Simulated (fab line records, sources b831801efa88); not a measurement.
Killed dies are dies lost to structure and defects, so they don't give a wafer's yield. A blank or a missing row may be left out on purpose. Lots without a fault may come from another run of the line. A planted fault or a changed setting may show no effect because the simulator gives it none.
Which tool did it? | flow gf180mcu | 11 lots, 33 wafers sampled, at 6 steps of a route of 602

WHAT THE GAUGES READ, wafer by wafer
GF_HV_LDD_THK_MEAS_55.
lot  | measured     | on            | HV_LDD_CVD_54_THK (nm)
L204 | day 13 08:50 | film_metro-04 | 10.29 10.31 10.17
L205 | day 13 16:58 | film_metro-03 | 10.16 10.05 10.10
L209 | day 15 00:23 | film_metro-04 | 10.01 10.00 9.94
L210 | day 15 06:05 | film_metro-02 | 10.01 10.13 10.14
L213 | day 16 04:33 | film_metro-04 | 9.97 10.02 10.01
L215 | day 17 02:17 | film_metro-02 | 9.99 10.14 10.01
L222 | day 19 11:28 | film_metro-04 | 10.01 9.91 9.93
L223 | day 19 16:20 | film_metro-03 | 10.14 10.13 10.15
L224 | day 19 23:46 | film_metro-02 | 9.91 9.93 9.93
L225 | day 20 07:20 | film_metro-02 | 9.70 9.74 9.68
L226 | day 20 17:14 | film_metro-04 | 10.29 10.29 10.18

GF_PSD_CD_MEAS_07: target cd 400 nm.
lot  | measured     | on        | cd_nm (nm)
L204 | day 15 05:50 | cd_sem-01 | 396.9 397.8 400.1
L205 | day 15 14:49 | cd_sem-01 | 403.9 403.1 404.5
L209 | day 16 23:53 | cd_sem-01 | 397.6 396.4 397.9
L210 | day 17 05:50 | cd_sem-01 | 397.7 397.7 398.4
L213 | day 18 04:45 | cd_sem-02 | 399.7 400.3 399.1
L215 | day 19 04:44 | cd_sem-02 | 402.7 398.7 402.8
L222 | day 21 14:40 | cd_sem-01 | 400.0 400.9 399.5
L223 | day 21 17:17 | cd_sem-02 | 400.3 403.3 402.7
L224 | day 22 02:18 | cd_sem-01 | 399.2 398.8 397.9
L225 | day 22 10:02 | cd_sem-02 | 401.0 399.8 400.1
L226 | day 22 19:02 | cd_sem-01 | 399.1 402.7 401.4

GF_PSD_TW_MEAS_11.
lot  | measured     | on            | PSD_TW
L204 | day 15 06:14 | film_metro-03 | 3164 3160 3164
L205 | day 15 15:13 | film_metro-02 | 3165 3160 3168
L209 | day 17 00:17 | film_metro-03 | 3153 3158 3141
L210 | day 17 06:13 | film_metro-01 | 3130 3139 3141
L213 | day 18 05:08 | film_metro-01 | 3047 3031 3036 3056 3051 3065
L215 | day 19 05:07 | film_metro-01 | 3044 3049 3050 3048 3049 3056
L222 | day 21 15:04 | film_metro-02 | 3155 3150 3164
L223 | day 21 17:42 | film_metro-02 | 3157 3159 3165
L224 | day 22 02:43 | film_metro-01 | 3112 3127 3140
L225 | day 22 10:26 | film_metro-01 | 3121 3113 3153
L226 | day 22 19:27 | film_metro-01 | 3127 3139 3132

GF_PSD_RS_MEAS_15: measures by four-point-probe.
lot  | measured     | on            | PSD_RS (ohm/sq)
L204 | day 15 06:33 | film_metro-01 | 108.50 108.21 108.13
L205 | day 15 15:32 | film_metro-02 | 108.75 109.14 108.99
L209 | day 17 00:36 | film_metro-02 | 108.69 108.80 108.93
L210 | day 17 06:33 | film_metro-02 | 108.83 108.78 108.55
L213 | day 18 07:43 | film_metro-02 | 114.51 114.66 114.87 114.54 114.95 114.87
L215 | day 19 13:59 | film_metro-03 | 114.65 114.59 114.53 114.80 114.41 114.75
L222 | day 21 15:23 | film_metro-03 | 108.56 108.31 108.29
L223 | day 21 18:01 | film_metro-02 | 108.55 108.65 108.60
L224 | day 22 03:01 | film_metro-02 | 108.70 108.10 108.71
L225 | day 22 10:45 | film_metro-03 | 109.03 108.63 108.66
L226 | day 22 19:46 | film_metro-02 | 108.51 108.76 108.55

WHICH TOOL RAN EACH LOT (tool, then ch and the chambers of the sampled wafers, then the start)
lot  | GF_PSD_IMPLANT_09               | GF_PSD_STRIP_10
L204 | implanter-02 ch 0, day 15 05:59 | plasma_asher-04 ch 0,1, day 15 06:08
L205 | implanter-01 ch 0, day 15 14:58 | plasma_asher-01 ch 0,1, day 15 15:07
L209 | implanter-01 ch 0, day 17 00:02 | plasma_asher-01 ch 0,1, day 17 00:11
L210 | implanter-04 ch 0, day 17 05:59 | plasma_asher-01 ch 0,1, day 17 06:07
L213 | implanter-04 ch 0, day 18 04:55 | plasma_asher-04 ch 0,1, day 18 05:02
L215 | implanter-04 ch 0, day 19 04:54 | plasma_asher-02 ch 0,1, day 19 05:02
L222 | implanter-04 ch 0, day 21 14:49 | plasma_asher-02 ch 1, day 21 14:57
L223 | implanter-01 ch 0, day 21 17:27 | plasma_asher-01 ch 0,1, day 21 17:36
L224 | implanter-04 ch 0, day 22 02:28 | plasma_asher-01 ch 0,1, day 22 02:37
L225 | implanter-04 ch 0, day 22 10:11 | plasma_asher-01 ch 0,1, day 22 10:20
L226 | implanter-02 ch 0, day 22 19:12 | plasma_asher-02 ch 0,1, day 22 19:21
- GF_PSD_IMPLANT_09
- GF_PSD_STRIP_10: strips in O2/N2.

WHAT THE TOOLS THEMSELVES READ (means of the sampled wafers that have a number; where no wafer has one, the mark that the record gives instead)
GF_PSD_IMPLANT_09.
lot  | tool         | beam_energy_keV
L204 | implanter-02 | 39.999
L205 | implanter-01 | 40.003
L209 | implanter-01 | 40.013
L210 | implanter-04 | 39.991
L213 | implanter-04 | 35.487
L215 | implanter-04 | 35.482
L222 | implanter-04 | 39.999
L223 | implanter-01 | 40.004
L224 | implanter-04 | 39.999
L225 | implanter-04 | 40.007
L226 | implanter-02 | 39.995

GF_PSD_STRIP_10.
lot  | tool            | drypump_motor_current_A (A) | heater_power_w (W) | oes_product_au (a.u.) | strip_time_to_endpoint_s (s)
L204 | plasma_asher-04 | 5.5                         | 374                | 0.591                 | 16.49
L205 | plasma_asher-01 | 5.4                         | 279                | 0.590                 | 16.49
L209 | plasma_asher-01 | 5.4                         | 281                | 0.594                 | 16.51
L210 | plasma_asher-01 | 5.3                         | 292                | 0.591                 | 16.52
L213 | plasma_asher-04 | 5.6                         | 374                | 0.601                 | 16.04
L215 | plasma_asher-02 | 6.4                         | 363                | 0.598                 | 16.10
L222 | plasma_asher-02 | 6.1                         | 307                | 0.595                 | 16.48
L223 | plasma_asher-01 | 5.4                         | 284                | 0.590                 | 16.56
L224 | plasma_asher-01 | 5.4                         | 282                | 0.594                 | 16.47
L225 | plasma_asher-01 | 5.3                         | 302                | 0.590                 | 16.52
L226 | plasma_asher-02 | 6.4                         | 365                | 0.587                 | 16.56

THE ANSWER, worked out from the rows above alone
Rule: what is usual is taken from the lots themselves. Put in order of their means at a reading, lots are off if they are a third of the lots or fewer, leave a main group of 4 or more, and stand apart from it by a gap of 3 or more times the standard deviation of the main group's means; of several such gaps the widest counts. A main group whose means are all the same, to the digits that the tables above print for the reading, isn't used. A lot without any number at a reading at which 4 lots or more have one is off too. The other lots that the step has rows for count as sound. The gauges are gone through in route order, then the tools' own readings, and for those a lot's mean is taken as printed above. The first step at which some lot is off is used, and at that step the reading that is off furthest; a lot without a number counts as furthest.
Off: L213, L215, at GF_PSD_TW_MEAS_11 (PSD_TW). The main group: mean 3147, standard deviation 14.
A tool fits if, at a process step before that reading, it ran every lot that is off, and no sound lot after the first of them. The gauges at GF_PSD_TW_MEAS_11 aren't tried: what is off there is off at GF_PSD_RS_MEAS_15 too, on other tools, and a gauge's error can't cause that. None of those tried fits.

WHAT THE SIMULATOR HAD PUT IN
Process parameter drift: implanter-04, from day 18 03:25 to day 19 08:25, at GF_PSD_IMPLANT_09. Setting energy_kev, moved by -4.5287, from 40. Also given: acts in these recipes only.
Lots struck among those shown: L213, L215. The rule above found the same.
